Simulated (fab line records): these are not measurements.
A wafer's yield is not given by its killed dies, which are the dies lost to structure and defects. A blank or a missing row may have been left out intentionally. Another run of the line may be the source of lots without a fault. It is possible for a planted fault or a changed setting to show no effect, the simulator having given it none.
What tool caused it? + flow gf180mcu + 21 wafers sampled from 7 lots at 1 step of a route of 602

## WHAT THE GAUGES SHOWED, per wafer
GF_VT_IMPLANT_OVL_MEAS_40.
| lot  | measured     | on         | VT_IMPLANT_03_OVL (nm) |
|------|--------------|------------|------------------------|
| L795 | day 8 17:28  | overlay-02 | 0.0 -0.5 -1.2          |
| L797 | day 9 07:05  | overlay-01 | -1.7 -0.4 -1.2         |
| L799 | day 9 21:25  | overlay-02 | -2.0 -3.0 -2.3         |
| L802 | day 10 14:47 | overlay-02 | -1.1 -1.7 -1.1         |
| L810 | day 13 01:26 | overlay-02 | -3.6 -2.6 -2.7         |
| L812 | day 13 12:37 | overlay-01 | 1.5 -0.1 2.4           |
| L814 | day 13 23:23 | overlay-01 | -2.8 -1.0 -2.1         |

## TOOL THAT RAN EACH LOT (tool first, then ch and the chambers of the sampled wafers, then the start)
Record: no process step prior to these readings.

## THE ANSWER, worked out from the rows above alone
Rule: usual is defined by the lots themselves. Put in order of their means at a reading, lots are off if they are a third of the lots or fewer, leave a main group of 4 or more, and stand apart from it by a gap of 3 or more times the standard deviation of the main group's means; of several such gaps the widest counts. If all means in a main group match to the digits the tables above print for the reading, that group is not used. A lot without any number at a reading at which 4 lots or more have one is off too. All remaining lots with rows at the step are treated as sound.
None of the lots is off at any reading shown; this tells nothing.

## WHAT THE SIMULATOR HAD INSERTED
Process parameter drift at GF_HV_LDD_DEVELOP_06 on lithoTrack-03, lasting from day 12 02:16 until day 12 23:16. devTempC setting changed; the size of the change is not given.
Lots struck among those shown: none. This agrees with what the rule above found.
